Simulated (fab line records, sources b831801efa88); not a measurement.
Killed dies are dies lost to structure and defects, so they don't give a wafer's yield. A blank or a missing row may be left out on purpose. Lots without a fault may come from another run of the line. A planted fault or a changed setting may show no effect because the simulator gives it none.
One fault seen from 2 desks | flow gf180mcu | each desk has only its own numbers; what lay behind them comes last

THE TOOL OWNER'S DESK: litho_track-03
The tool's own readings at GF_M2_PEB_12 (peb time 90 s): means of the sampled wafers that have a number, for each lot that ran on this tool. A lot is out of limits, marked OUT, if its mean lies more than 4 standard deviations from the usual mean; the brackets give that distance.
Columns: A = heater_power_total_W at GF_M2_PEB_12, usual 85.70 W
lot  | first seen here | A
L160 | day 19 09:36    | 85.73
L161 | day 19 16:31    | 85.70
L164 | day 21 02:56    | 85.61
L165 | day 21 11:41    | 85.69
L170 | day 23 19:05    | 86.99 (+15) OUT
L171 | day 23 22:45    | 86.97 (+15) OUT
L180 | day 26 11:20    | 85.78
L182 | day 27 01:46    | 85.69
This desk's finding: out of limits on L170, L171; first on L170, day 23 19:05 (heater_power_total_W at GF_M2_PEB_12). In limits: L160, L161, L164, L165, L180, L182.

THE METROLOGY DESK
What the gauges read, lot by lot, whatever tool the lot ran on: means of the sampled wafers that have a number. A lot is out of limits, marked OUT, if its mean lies more than 4 standard deviations from the usual mean; the brackets give that distance.
Columns: A = V1_OVL at GF_V1_OVL_MEAS_15, usual -1 nm
lot  | first seen here | A
L160 | day 18 07:55    | -9
L161 | day 18 15:28    | -1
L164 | day 20 02:06    | -3
L165 | day 20 10:14    | -3
L169 | day 22 08:54    | -8
L170 | day 22 19:27    | -4
L171 | day 22 22:43    | 1
L172 | day 23 06:38    | -12
L175 | day 24 06:08    | 2
L178 | day 24 19:44    | -13
L179 | day 25 12:41    | -1
L180 | day 25 13:41    | -4
L182 | day 26 03:40    | 3
This desk's finding: nothing out of limits on any of the 13 lots.

PUT TOGETHER
The tool owner's desk could have raised an alarm at day 23 19:05, on L170, L171.
The metrology desk saw nothing out of limits.
The metrology desk has L170, L171 on record, within its limits.
Of the lots named, all ran GF_M2_PEB_12 on litho_track-03.

WHAT THE SIMULATOR HAD PUT IN
Process parameter drift: litho_track-03, from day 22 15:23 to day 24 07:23, at GF_M2_PEB_12. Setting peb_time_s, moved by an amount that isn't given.
Lots struck among those shown: L170, L171.
Hours from the fault's start to each desk's first reading out of limits: the tool owner's desk, 28.
